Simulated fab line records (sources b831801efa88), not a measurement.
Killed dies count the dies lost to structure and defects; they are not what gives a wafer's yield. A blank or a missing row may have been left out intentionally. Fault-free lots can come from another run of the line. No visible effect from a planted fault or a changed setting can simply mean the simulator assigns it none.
Split-lot study ; flow gf180mcu ; 23 wafers read across 5 lots, on a route 602 steps long

## THE SPLIT ITSELF
At GF_M4_EXPOSE_11 (exposes mask Metal4, target cd 280 nm), the setting dose-mj was moved away from the recipe's 28 on 7 of the 23 wafers read, by -3.9% to -2.9%. For the rest of the wafers, this setting stayed at what the recipe calls for.

## FROM THE SPLIT TO THE READING: what the file shows between them, 2 steps
- GF_M4_PEB_12: peb time 90 s
- GF_M4_DEVELOP_13: develop time 60 s

## THE READING
cd-nm at GF_M4_CD_MEAS_14, given in nm (cd target 280 nm). A value of 280.3 nm with a standard deviation of 1 nm is what fault-free wafers of this fab line usually give.

wafer;tool, chamber at the split;dose-mj as run;against the recipe;cd-nm, nm;against lot-mates on the recipe
L074.1;krf-scanner-01, 0;28;recipe;280.7;-
L074.2;krf-scanner-01, 0;28;recipe;280.7;-
L074.3;krf-scanner-01, 0;27.18;-2.9%;285.3;+4.6
L074.4;krf-scanner-01, 0;27.18;-2.9%;284.8;+4.1
L074.6;krf-scanner-01, 0;28;recipe;280.6;-
L076.1;krf-scanner-01, 0;28;recipe;280.9;-
L076.2;krf-scanner-01, 0;26.9;-3.9%;286.4;+5.8
L076.4;krf-scanner-01, 0;26.9;-3.9%;287.0;+6.4
L076.5;krf-scanner-01, 0;28;recipe;280.2;-
L076.6;krf-scanner-01, 0;28;recipe;280.8;-
L077.1;krf-scanner-01, 0;28;recipe;281.5;-
L077.5;krf-scanner-01, 0;28;recipe;280.2;-
L077.6;krf-scanner-01, 0;28;recipe;280.0;-
L078.1;krf-scanner-02, 0;28;recipe;281.5;-
L078.2;krf-scanner-02, 0;28;recipe;281.1;-
L078.4;krf-scanner-02, 0;28;recipe;281.3;-
L078.5;krf-scanner-02, 0;28;recipe;280.7;-
L078.6;krf-scanner-02, 0;28;recipe;279.0;-
L080.2;krf-scanner-01, 0;28;recipe;278.5;-
L080.3;krf-scanner-01, 0;26.92;-3.9%;284.1;+5.4
L080.4;krf-scanner-01, 0;28;recipe;278.9;-
L080.5;krf-scanner-01, 0;26.92;-3.9%;284.9;+6.2
L080.6;krf-scanner-01, 0;26.92;-3.9%;284.7;+6.0

FIT RESULTS
A straight line over all 23 wafers: cd-nm changes by -1.34 nm for each +1% of dose-mj; r = -0.93; the points scatter about the line by 0.96 nm.
The same after taking each lot's own level away (the mean of its wafers on the recipe; 23 wafers): -1.52 nm for each +1%; r = -0.98; scatter 0.55 nm.
That fit puts the effect of the largest move of dose-mj on the reading at 6 nm.
From 278.70 to 280.72 nm: that is the span of the lots' own levels, equal to 2.0 times the standard deviation above.
So the lot-to-lot level changes the slope: the two fits differ.
Check: with one of the wafers moved furthest among these (-3.9%) left out of the fit, the line predicts +6.03 nm for it against its lot-mates. It came out at +5.77 nm against them.

## THESE WAFERS: OTHER SPLITS
Before the reading, these wafers also passed through other splits. Each is held against what the fit with the lots' levels taken away leaves over:
other split on the same wafers;wafers away from the commonest value;r with cd-nm (lot level and that fit taken away)
GF_V3_PEB_12 peb-time-s;11;+0.05
GF_V3_CMP_26 t-overpolish-s;8;-0.30
GF_M4_SPUTTER_04 time-s;9;+0.18

## THE FILE'S OWN FIT
cd-nm changes by -1.52 nm for each +1% of dose-mj, r = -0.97.
